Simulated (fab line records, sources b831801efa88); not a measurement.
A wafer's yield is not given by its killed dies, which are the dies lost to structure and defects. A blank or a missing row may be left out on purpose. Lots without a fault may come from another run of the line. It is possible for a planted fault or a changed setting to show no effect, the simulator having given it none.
Which of the tools did it?	flow gf180mcu	45 wafers sampled from 15 lots at 1 step of a route of 602

== WHAT THE GAUGES READ, wafer by wafer ==
The record holds no reading of a measuring or inspecting step that can be judged against a usual standard deviation.

== EACH LOT AND THE TOOL THAT RAN IT (in order: tool; ch and the chambers of the sampled wafers; start) ==
lot	GF_STI_PEB_10
L488	litho track-04 ch 0, day 2 02:10
L489	litho track-04 ch 0, day 2 07:00
L491	litho track-03 ch 0, day 2 17:28
L492	litho track-03 ch 0, day 2 20:58
L493	litho track-02 ch 0, day 3 02:37
L494	litho track-03 ch 0, day 3 08:01
L496	litho track-04 ch 0, day 3 18:14
L497	litho track-03 ch 0, day 3 22:25
L498	litho track-04 ch 0, day 4 05:13
L503	litho track-02, day 5 06:50
L504	litho track-04, day 5 11:21
L505	litho track-03, day 5 16:25
L508	litho track-03 ch 0, day 6 10:43
L510	litho track-03 ch 0, day 6 18:31
L511	litho track-04 ch 0, day 7 00:50
- GF_STI_PEB_10: peb time 90 s.

== WHAT THE TOOLS THEMSELVES READ (means of the sampled wafers that have a number; where no wafer has one, the mark that the record gives instead) ==
GF_STI_PEB_10.
lot	tool	chill plate temp C (C)	exhaust pa (Pa)
L488	litho track-04	22.91	45.7
L489	litho track-04	22.94	44.6
L491	litho track-03	22.92	45.5
L492	litho track-03	22.96	46.1
L493	litho track-02	22.96	45.1
L494	litho track-03	23.08	44.4
L496	litho track-04	22.83	45.7
L497	litho track-03	23.09	45.3
L498	litho track-04	22.97	44.7
L503	litho track-02	-	-
L504	litho track-04	-	-
L505	litho track-03	-	-
L508	litho track-03	22.99	45.1
L510	litho track-03	23.02	44.8
L511	litho track-04	23.05	45.0

== THE ANSWER, worked out from the rows above alone ==
Rule: the lots themselves supply what counts as usual. Put in order of their means at a reading, lots are off if they are a third of the lots or fewer, leave a main group of 4 or more, and stand apart from it by a gap of 3 or more times the standard deviation of the main group's means; of several such gaps the widest counts. If all means in a main group match to the digits the tables above print for the reading, that group is not used. Also off: a lot with no number at a reading for which 4 or more lots have one. Where the step has rows for the other lots, those lots are counted as sound. Order of review: gauges by route order, followed by the tools' own readings, for which a lot's mean as printed above is used. The first step at which some lot is off is used, and at that step the reading that is off furthest; a lot without a number counts as furthest.
Off: L503, L504, L505, at GF_STI_PEB_10 (chill plate temp C). Without a number there: L503, L504, L505. Mean 22.98 C and standard deviation 0.072 in the main group.
If a tool, at that step or one of the process steps before it, ran each lot that is off and ran no sound lot following the first of them, it fits. None of those tried fits.

== WHAT THE SIMULATOR HAD PUT IN ==
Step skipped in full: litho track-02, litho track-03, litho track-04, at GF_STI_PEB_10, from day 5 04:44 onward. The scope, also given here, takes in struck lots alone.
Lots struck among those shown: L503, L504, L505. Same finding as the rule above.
